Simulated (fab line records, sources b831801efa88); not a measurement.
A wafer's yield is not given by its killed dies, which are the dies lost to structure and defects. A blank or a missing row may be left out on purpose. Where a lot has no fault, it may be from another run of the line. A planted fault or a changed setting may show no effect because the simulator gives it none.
fab line records + flow sky130
record:
- lots: 11
- wafers: 33
- lastDay: 50
route steps=708 shown METAL2@503 VIA2@510 CAPM@539 VIA3@580
lots that met no fault: taken from a fault-free run of the same line
startH: the number of hours between the record's first day and the start of the first shown wafer of the lot + waitH: hours from the lot's prior step to this one + " as in the row above + L1.1+2: a single row standing in for several wafers + - value missing, or start not given + * or withheld: withheld + < > ~ a bound
route shown NAME@n: a module of which the file shows steps, and the number in the route of the first + usual: the fault-free wafers' mean and standard deviation + same: alike in all rows + chamber/n: place in a boat + sites: per-site readings + _std_site: standard deviation of those values + _edge_site: the outer-site mean with the inner-site mean subtracted + radiusMm: how far each site lies from the wafer's centre + mask NAME#n: copy n + behind: tool/chamber where the wafer was last shaped + hold: the reason the lot was held/the length of the hold in hours/how it ended + device: the n, p or np transistor that did not switch + end of line: the same wafers' tests at the end of the route + a step with no rows: only its recipe + killed: count of dies lost to structure and defects at first sort (not the wafer's yield) + map: shows each die of a wafer: x if killed, . if not, _ if none is there
set.NAME: setting as actually run; set.NAME@STEP: the setting as run at that earlier step + model.NAME: the simulator's own value behind a step, which no gauge read
steps of the route over a sample of lots; a table a step, a row a wafer
services: from which hour (startH, from the record's first day; less than 0 if before it) a tool's chamber was out of use, for how many hours, and why
== steps ==
step: SKY_METAL2_STRIP_20
recipe:
- chemistry: O2/N2
- powerW: 1400
- pressureMtorr: 1500
- platenTempC: withheld
- o2FlowSccm: 3000
- n2FlowSccm: 300
- overashFraction: 0.5
usual:
- drypumpMotorCurrentA: 5.6/0.39
- oesProductAu: 0.343/0.0047
- stripTimeToEndpointS: 2.71/0.051
| lot.wafer | tool           | chamber | startH | waitH | drypumpMotorCurrentA | oesProductAu | rfHoursCounterH | stripTimeToEndpointS |
|-----------|----------------|---------|--------|-------|----------------------|--------------|-----------------|----------------------|
| L902.1    | plasmaAsher-02 | 1       | 854.46 | 0.1   | 5.1                  | 0.347        | 98              | 2.69                 |
| L902.4    | "              | 1       | "      | "     | 5.1                  | 0.342        | -               | 2.70                 |
| L902.6    | "              | 1       | "      | "     | 5.1                  | 0.333        | -               | 2.69                 |
| L904.2    | plasmaAsher-02 | 1       | 857.54 | 0.2   | 5.1                  | 0.346        | 98              | 2.72                 |
| L904.3    | "              | 0       | "      | "     | 5.7                  | 0.340        | -               | 2.72                 |
| L904.5    | "              | 0       | "      | "     | 5.7                  | 0.342        | -               | 2.75                 |
| L905.2    | plasmaAsher-04 | 0       | 858.93 | 0.1   | 5.9                  | 0.343        | 76              | 2.79                 |
| L905.4    | "              | 1       | "      | "     | 6.4                  | 0.343        | -               | 2.79                 |
| L905.5    | "              | 0       | "      | "     | 5.9                  | 0.337        | -               | 2.77                 |
| L907.2    | plasmaAsher-01 | 1       | 878.43 | 0.1   | 5.7                  | 0.345        | 14              | 2.74                 |
| L907.4    | "              | 0       | "      | "     | 5.2                  | 0.350        | -               | 2.71                 |
| L907.6    | "              | 0       | "      | "     | 5.2                  | 0.348        | -               | 2.74                 |
| L908.2    | plasmaAsher-01 | 0       | 886.84 | 0.1   | 5.3                  | 0.340        | 15              | 2.68                 |
| L908.3    | "              | 0       | "      | "     | 5.3                  | 0.337        | -               | 2.63                 |
| L908.6    | "              | 0       | "      | "     | 5.3                  | 0.338        | -               | 2.63                 |
| L910.1    | plasmaAsher-01 | 0       | 889.43 | 0.1   | 5.2                  | 0.346        | 15              | 2.71                 |
| L910.3    | "              | 1       | "      | "     | 5.7                  | 0.348        | -               | 2.70                 |
| L910.6    | "              | 1       | "      | "     | 5.7                  | 0.334        | -               | 2.62                 |
| L915.1    | plasmaAsher-02 | 0       | 921.57 | 0.1   | 5.7                  | 0.351        | 104             | 2.70                 |
| L915.2    | "              | 1       | "      | "     | 5.1                  | 0.345        | 104             | 2.73                 |
| L915.4    | "              | 0       | "      | "     | 5.7                  | 0.345        | -               | 2.73                 |
| L916.2    | plasmaAsher-04 | 1       | 933.57 | 0.1   | 6.4                  | 0.348        | 83              | 2.74                 |
| L916.3    | "              | 0       | "      | "     | 5.9                  | 0.336        | -               | 2.71                 |
| L916.6    | "              | 1       | "      | "     | 6.4                  | 0.346        | -               | 2.73                 |
| L919.2    | plasmaAsher-01 | 0       | 946.58 | 0.1   | 5.2                  | 0.342        | 22              | 2.64                 |
| L919.3    | "              | 1       | "      | "     | 5.7                  | 0.341        | -               | 2.77                 |
| L919.5    | "              | 0       | "      | "     | 5.3                  | 0.342        | -               | 2.63                 |
| L922.1    | plasmaAsher-01 | 1       | 974.58 | 0.1   | 5.7                  | 0.347        | 25              | 2.74                 |
| L922.2    | "              | 0       | "      | "     | 5.2                  | 0.346        | 25              | 2.81                 |
| L922.4    | "              | 1       | "      | "     | 5.7                  | 0.352        | -               | 2.76                 |
| L925.2    | plasmaAsher-04 | 1       | 985.19 | 0.1   | 6.3                  | 0.347        | 89              | 2.76                 |
| L925.5    | "              | 1       | "      | "     | 6.3                  | 0.341        | -               | 2.62                 |
| L925.6    | "              | 0       | "      | "     | 6.0                  | 0.349        | -               | 2.77                 |
step: SKY_VIA2_BOW_MEAS_03
recipe:
- mode: bow
usual:
- VIA2_BOW: 84/7.8
| lot.wafer | tool         | chamber | startH | waitH | VIA2_BOW[um] |
|-----------|--------------|---------|--------|-------|--------------|
| L902.1    | filmMetro-02 | -       | 855.57 | 0.1   | 77           |
| L902.4    | "            | -       | "      | "     | 83           |
| L902.6    | "            | -       | "      | "     | 73           |
| L904.2    | filmMetro-03 | -       | 858.71 | 0.2   | 76           |
| L904.3    | "            | -       | "      | "     | 86           |
| L904.5    | "            | -       | "      | "     | 95           |
| L905.2    | filmMetro-04 | -       | 860.12 | 0.1   | 88           |
| L905.4    | "            | -       | "      | "     | 85           |
| L905.5    | "            | -       | "      | "     | 73           |
| L907.2    | filmMetro-02 | -       | 879.60 | 0.2   | 78           |
| L907.4    | "            | -       | "      | "     | 75           |
| L907.6    | "            | -       | "      | "     | 85           |
| L908.2    | filmMetro-02 | -       | 888.01 | 0.1   | 85           |
| L908.3    | "            | -       | "      | "     | 75           |
| L908.6    | "            | -       | "      | "     | 81           |
| L910.1    | filmMetro-04 | -       | 890.51 | 0.2   | 99           |
| L910.3    | "            | -       | "      | "     | 78           |
| L910.6    | "            | -       | "      | "     | 83           |
| L915.1    | filmMetro-02 | -       | 922.65 | 0.1   | 84           |
| L915.2    | "            | -       | "      | "     | 76           |
| L915.4    | "            | -       | "      | "     | 77           |
| L916.2    | filmMetro-02 | -       | 934.73 | 0.2   | 91           |
| L916.3    | "            | -       | "      | "     | 90           |
| L916.6    | "            | -       | "      | "     | 101          |
| L919.2    | filmMetro-02 | -       | 948.18 | 0.2   | 76           |
| L919.3    | "            | -       | "      | "     | 84           |
| L919.5    | "            | -       | "      | "     | 80           |
| L922.1    | filmMetro-02 | -       | 975.69 | 0.2   | 92           |
| L922.2    | "            | -       | "      | "     | 73           |
| L922.4    | "            | -       | "      | "     | 91           |
| L925.2    | filmMetro-04 | -       | 986.29 | 0.2   | 102          |
| L925.5    | "            | -       | "      | "     | 84           |
| L925.6    | "            | -       | "      | "     | 90           |
step: SKY_CAPM_SPUTTER_02
recipe:
- material: TiN
- targetThkNm: 200
- tempC: 300
- powerW: 6500
- timeS: 174
- chamberPressurePa: 0.4
usual:
- throttleValvePct: 30.4/1.1
| lot.wafer | tool          | chamber | startH  | waitH | throttleValvePct |
|-----------|---------------|---------|---------|-------|------------------|
| L902.1    | pvdSputter-03 | -       | 884.41  | 0.1   | 30.0             |
| L902.4    | "             | -       | "       | "     | 30.6             |
| L902.6    | "             | -       | "       | "     | 29.8             |
| L904.2    | pvdSputter-03 | -       | 888.17  | 0.0   | 30.1             |
| L904.3    | "             | -       | "       | "     | 29.8             |
| L904.5    | "             | -       | "       | "     | 30.6             |
| L905.2    | pvdSputter-03 | -       | 888.73  | 0.0   | 30.6             |
| L905.4    | "             | -       | "       | "     | 30.3             |
| L905.5    | "             | -       | "       | "     | 30.0             |
| L907.2    | pvdSputter-03 | -       | 906.72  | 0.0   | 30.8             |
| L907.4    | "             | -       | "       | "     | 32.3             |
| L907.6    | "             | -       | "       | "     | 30.0             |
| L908.2    | pvdSputter-01 | -       | 914.56  | 0.0   | 28.6             |
| L908.3    | "             | -       | "       | "     | 30.7             |
| L908.6    | "             | -       | "       | "     | 31.0             |
| L910.1    | pvdSputter-02 | -       | 917.31  | 0.1   | 31.8             |
| L910.3    | "             | -       | "       | "     | 30.1             |
| L910.6    | "             | -       | "       | "     | 29.9             |
| L915.1    | pvdSputter-02 | -       | 949.26  | 0.1   | 31.9             |
| L915.2    | "             | -       | "       | "     | 30.2             |
| L915.4    | "             | -       | "       | "     | 30.2             |
| L916.2    | pvdSputter-02 | -       | 961.67  | 0.0   | 28.8             |
| L916.3    | "             | -       | "       | "     | 30.2             |
| L916.6    | "             | -       | "       | "     | 31.9             |
| L919.2    | pvdSputter-02 | -       | 973.43  | 0.0   | 31.5             |
| L919.3    | "             | -       | "       | "     | 29.9             |
| L919.5    | "             | -       | "       | "     | 28.4             |
| L922.1    | pvdSputter-03 | -       | 1000.84 | 0.1   | 29.7             |
| L922.2    | "             | -       | "       | "     | 30.1             |
| L922.4    | "             | -       | "       | "     | 32.7             |
| L925.2    | pvdSputter-03 | -       | 1012.11 | 0.0   | 29.5             |
| L925.5    | "             | -       | "       | "     | 29.9             |
| L925.6    | "             | -       | "       | "     | 32.3             |
step: SKY_VIA3_COAT_07
recipe:
- resist: KrF-thick
- spinRpm: 3000
- resistThkNm: 450
usual:
- dispensePressureKPa: 51/4.2
- spinSpeedRpm: 2999.8/2.5
| lot.wafer | tool          | chamber | startH | waitH | dispensePressureKPa | spinSpeedRpm |
|-----------|---------------|---------|--------|-------|---------------------|--------------|
| L902.1    | lithoTrack-02 | 0       | 946    | -     | 51                  | 2999.2       |
| L902.4    | "             | 0       | "      | "     | 51                  | 3002.6       |
| L902.6    | "             | 0       | "      | "     | 51                  | 3001.8       |
| L904.2    | lithoTrack-02 | 0       | 951    | -     | 51                  | 2998.4       |
| L904.3    | "             | 0       | "      | "     | 51                  | 2999.7       |
| L904.5    | "             | 0       | "      | "     | 51                  | 2999.4       |
| L905.2    | lithoTrack-03 | 0       | 952    | -     | 46                  | 2999.0       |
| L905.4    | "             | 0       | "      | "     | 46                  | 2997.5       |
| L905.5    | "             | 0       | "      | "     | 46                  | 2998.3       |
| L907.2    | lithoTrack-03 | 0       | 969    | -     | 46                  | 3004.3       |
| L907.4    | "             | 0       | "      | "     | 46                  | 3003.6       |
| L907.6    | "             | 0       | "      | "     | 46                  | 3004.9       |
| L908.2    | lithoTrack-02 | 0       | 978    | -     | 51                  | 3003.0       |
| L908.3    | "             | 0       | "      | "     | 51                  | 3000.2       |
| L908.6    | "             | 0       | "      | "     | 51                  | 2997.0       |
| L910.1    | lithoTrack-03 | 0       | 981    | -     | 46                  | 3001.2       |
| L910.3    | "             | 0       | "      | "     | 46                  | 3002.9       |
| L910.6    | "             | 0       | 982    | -     | 46                  | 2997.7       |
| L915.1    | lithoTrack-01 | 0       | 1012   | -     | 55                  | 3111.8       |
| L915.2    | "             | 0       | "      | "     | 55                  | 3111.5       |
| L915.4    | "             | 0       | "      | "     | 55                  | 3110.7       |
| L916.2    | lithoTrack-01 | 0       | 1020   | -     | 55                  | 3108.7       |
| L916.3    | "             | 0       | "      | "     | 55                  | 3105.1       |
| L916.6    | "             | 0       | "      | "     | 55                  | 3113.6       |
| L919.2    | lithoTrack-01 | 0       | 1035   | -     | 55                  | 3110.4       |
| L919.3    | "             | 0       | "      | "     | 55                  | 3114.3       |
| L919.5    | "             | 0       | "      | "     | 55                  | 3114.0       |
| L922.1    | lithoTrack-02 | 0       | 1060   | -     | 51                  | 2999.9       |
| L922.2    | "             | 0       | "      | "     | 51                  | 2998.6       |
| L922.4    | "             | 0       | "      | "     | 51                  | 2998.8       |
| L925.2    | lithoTrack-03 | 0       | 1069   | -     | 46                  | 2998.3       |
| L925.5    | "             | 0       | 1070   | -     | 46                  | 2997.3       |
| L925.6    | "             | 0       | "      | "     | 46                  | 2998.2       |
step: SKY_VIA3_STRIP_16
recipe:
- chemistry: O2/N2
- powerW: 1400
- pressureMtorr: 1500
- platenTempC: withheld
- o2FlowSccm: 3000
- n2FlowSccm: 300
- overashFraction: 0.5
usual:
- drypumpMotorCurrentA: 5.7/0.43
- oesProductAu: 0.402/0.005
- stripTimeToEndpointS: 4.137/0.025
| lot.wafer | tool           | chamber | startH  | waitH | drypumpMotorCurrentA | oesProductAu | rfHoursCounterH | stripTimeToEndpointS |
|-----------|----------------|---------|---------|-------|----------------------|--------------|-----------------|----------------------|
| L902.1    | plasmaAsher-01 | 0       | 960.31  | 0.0   | 5.2                  | 0.408        | 23              | 4.149                |
| L902.4    | "              | 0       | "       | "     | 5.2                  | 0.407        | -               | 4.144                |
| L902.6    | "              | 0       | "       | "     | 5.2                  | 0.403        | -               | 4.134                |
| L904.2    | plasmaAsher-02 | 1       | 964.07  | 0.0   | 5.1                  | 0.405        | 106             | 4.156                |
| L904.3    | "              | 1       | "       | "     | 5.1                  | 0.408        | -               | 4.138                |
| L904.5    | "              | 0       | "       | "     | 5.7                  | 0.390        | -               | 4.131                |
| L905.2    | plasmaAsher-02 | 1       | 965.65  | 0.0   | 5.1                  | 0.397        | 106             | 4.163                |
| L905.4    | "              | 0       | "       | "     | 5.7                  | 0.403        | -               | 4.149                |
| L905.5    | "              | 0       | "       | "     | 5.7                  | 0.407        | -               | 4.151                |
| L907.2    | plasmaAsher-04 | 0       | 981.71  | 0.0   | 5.9                  | 0.401        | 89              | 4.157                |
| L907.4    | "              | 0       | "       | "     | 5.9                  | 0.406        | -               | 4.171                |
| L907.6    | "              | 1       | "       | "     | 6.4                  | 0.395        | -               | 4.172                |
| L908.2    | plasmaAsher-04 | 0       | 991.25  | 0.0   | 5.9                  | 0.403        | 90              | 4.146                |
| L908.3    | "              | 1       | "       | "     | 6.4                  | 0.408        | -               | 4.174                |
| L908.6    | "              | 0       | "       | "     | 5.9                  | 0.396        | -               | 4.142                |
| L910.1    | plasmaAsher-01 | 1       | 993.42  | 0.0   | 5.7                  | 0.402        | 27              | 4.182                |
| L910.3    | "              | 0       | "       | "     | 5.2                  | 0.404        | -               | 4.168                |
| L910.6    | "              | 0       | "       | "     | 5.2                  | 0.414        | -               | 4.165                |
| L915.1    | plasmaAsher-02 | 1       | 1022.76 | 0.0   | 5.1                  | 0.399        | 111             | 4.047                |
| L915.2    | "              | 0       | "       | "     | 5.7                  | 0.401        | 111             | 4.055                |
| L915.4    | "              | 1       | "       | "     | 5.1                  | 0.395        | -               | 4.047                |
| L916.2    | plasmaAsher-02 | 1       | 1034.22 | 0.0   | 5.1                  | 0.403        | 112             | 4.002                |
| L916.3    | "              | 1       | "       | "     | 5.1                  | 0.403        | -               | 4.027                |
| L916.6    | "              | 0       | "       | "     | 5.7                  | 0.401        | -               | 4.011                |
| L919.2    | plasmaAsher-04 | 1       | 1046.40 | 0.0   | 6.3                  | 0.399        | 97              | 4.078                |
| L919.3    | "              | 0       | "       | "     | 5.9                  | 0.394        | -               | 4.022                |
| L919.5    | "              | 1       | "       | "     | 6.4                  | 0.396        | -               | 4.076                |
| L922.1    | plasmaAsher-02 | 0       | 1071.07 | 0.0   | 5.7                  | 0.412        | 1               | 4.153                |
| L922.2    | "              | 1       | "       | "     | 5.1                  | 0.403        | 1               | 4.129                |
| L922.4    | "              | 0       | "       | "     | 5.7                  | 0.401        | -               | 4.151                |
| L925.2    | plasmaAsher-02 | 1       | 1081.56 | 0.0   | 5.1                  | 0.402        | 2               | 4.118                |
| L925.5    | "              | 0       | "       | "     | 5.7                  | 0.403        | -               | 4.122                |
| L925.6    | "              | 1       | "       | "     | 5.1                  | 0.394        | -               | 4.135                |
== services ==
| tool           | chamber | startH  | hours | kind                  |
|----------------|---------|---------|-------|-----------------------|
| plasmaAsher-02 | -       | 864.15  | 2.8   | pm                    |
| pvdSputter-02  | -       | 890.29  | 4.2   | repair                |
| pvdSputter-01  | -       | 893.72  | 3.4   | repair                |
| plasmaAsher-02 | -       | 933.20  | 15.6  | pm                    |
| pvdSputter-01  | -       | 954.67  | 3.9   | repair                |
| pvdSputter-03  | -       | 958.29  | 1.7   | repair                |
| plasmaAsher-04 | -       | 958.88  | 4.0   | repair                |
| plasmaAsher-02 | -       | 968.65  | 14.6  | pm                    |
| plasmaAsher-01 | -       | 977.73  | 2.8   | pm                    |
| pvdSputter-01  | -       | 1003.75 | 2.3   | repair                |
| pvdSputter-02  | -       | 1006.70 | 2.7   | repair                |
| plasmaAsher-01 | -       | 1022.59 | 12.5  | repair                |
| pvdSputter-03  | 1       | 1024.17 | -     | consumableReplace:kit |
| pvdSputter-03  | 1       | 1024.17 | 18.0  | scheduledDown         |
| pvdSputter-03  | 1       | 1024.17 | 18.0  | ventCycle             |
| plasmaAsher-02 | -       | 1046.09 | 2.5   | repair                |
| plasmaAsher-01 | -       | 1047.77 | 25.3  | repair                |
| plasmaAsher-04 | -       | 1053.68 | 0.5   | repair                |
| plasmaAsher-02 | -       | 1055.33 | 9.0   | pm                    |
| plasmaAsher-02 | 0       | 1055.33 | 9.0   | ventCycle             |
| plasmaAsher-02 | 1       | 1055.33 | 9.0   | ventCycle             |
| plasmaAsher-02 | 0       | 1064.33 | -     | clean                 |
| plasmaAsher-02 | 1       | 1064.33 | -     | clean                 |
| plasmaAsher-04 | -       | 1069.11 | 1.4   | repair                |
== key ==
firstSign:
- step: SKY_VIA3_COAT_07
- reading: spinSpeedRpm
- direction: up
- sigmas: 44
- usual: 2999.8
- struck: 3111.1
effect:
- step: SKY_VIA3_STRIP_16
- reading: stripTimeToEndpointS
- direction: down
- sigmas: 3.8
- usual: *
- struck: *
metAt SKY_VIA3_COAT_07
struckLots L915,L916,L919
notActingAt SKY_METAL2_STRIP_20,SKY_VIA2_BOW_MEAS_03,SKY_CAPM_SPUTTER_02
fault:
- kind: processParameterDrift
- tool: lithoTrack-01
- chamber: -
- onsetH: 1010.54
- steps: SKY_VIA3_COAT_07
- channel: spinRpm
- offset: 111.39
- shape: step
- endH: 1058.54
- actsIn: theseRecipesOnly
- stated: 3000
